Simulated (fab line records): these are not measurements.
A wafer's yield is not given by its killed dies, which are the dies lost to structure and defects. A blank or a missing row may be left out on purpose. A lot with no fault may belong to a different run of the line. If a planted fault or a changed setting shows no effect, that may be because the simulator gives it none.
2 desks looking at one fault ; flow gf180mcu ; only its own numbers are on each desk; what lay behind them is given at the end

DESK OF THE TOOL OWNER: krf scanner-02
The tool's own readings at GF_POLY_GATE_EXPOSE_07 (exposes mask Poly2, target cd 280 nm): means of the sampled wafers that have a number, for each lot that ran on this tool. A lot is out of limits, marked OUT, if its mean lies more than 4 standard deviations from the usual mean; the brackets give that distance.
Columns: A = exposure dose mJ cm2 at GF_POLY_GATE_EXPOSE_07, usual 27.971; B = stage vel mm s at GF_POLY_GATE_EXPOSE_07, usual 500.03 mm/s
lot;first seen here;A;B
L727;day 9 02:38;27.967;499.80
L735;day 11 11:46;27.954;500.36
L736;day 11 17:17;27.981;499.75
L737;day 11 23:31;27.934;499.88
L741;day 13 04:13;36.014 (+99 or more) OUT;499.97
L742;day 13 16:41;34.433 (+99 or more) OUT;499.94
L743;day 14 00:46;34.373 (+99 or more) OUT;500.28
L744;day 14 06:08;33.234 (+99 or more) OUT;500.15
This desk finds L741, L742, L743, L744 out of limits, L741 being first, at day 13 04:13 (exposure dose mJ cm2 at GF_POLY_GATE_EXPOSE_07). In limits: L727, L735, L736, L737.

FROM THE METROLOGY DESK
What the gauges read, lot by lot, whatever tool the lot ran on: means of the sampled wafers that have a number. A lot is out of limits, marked OUT, if its mean lies more than 4 standard deviations from the usual mean; the brackets give that distance.
Columns: A = DNWELL_TW at GF_DNWELL_TW_MEAS_09, usual 1360; B = cd nm at GF_POLY_GATE_CD_MEAS_10, usual 280.0 nm
lot;first seen here;A;B
L727;day 2 23:10;1393;277.4
L729;day 3 12:00;1370;279.7
L731;day 3 20:37;1355;281.1
L733;day 4 07:31;1376;282.0
L735;day 4 18:37;1371;278.6
L736;day 5 00:13;1354;280.2
L737;day 5 05:14;1351;281.8
L741;day 6 02:30;1350;240.6 (-28) OUT
L742;day 6 10:09;1356;249.0 (-22) OUT
L743;day 6 16:39;1381;248.5 (-22) OUT
L744;day 6 21:11;1392;254.0 (-19) OUT
L747;day 7 11:43;1350;278.4
This desk finds L741, L742, L743, L744 out of limits, L741 being first, at day 13 13:55 (cd nm at GF_POLY_GATE_CD_MEAS_10). In limits: L727, L729, L731, L733, L735, L736, L737, L747.

TAKEN TOGETHER
On L741, L742, L743, L744, at day 13 04:13, an alarm was possible from the tool owner's desk.
At day 13 13:55 the metrology desk could have sounded an alarm, on L741, L742, L743, L744.
On krf scanner-02, each named lot ran GF_POLY_GATE_EXPOSE_07.

WHAT THE SIMULATOR HAD INSERTED
Process parameters drifting: krf scanner-02 at GF_POLY_GATE_EXPOSE_07, beginning at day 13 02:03. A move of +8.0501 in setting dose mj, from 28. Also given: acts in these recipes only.
Struck lots among those shown: L741, L742, L743, L744.
Fault start to first reading out of limits, in hours, per desk: tool owner, 2; metrology, 12.
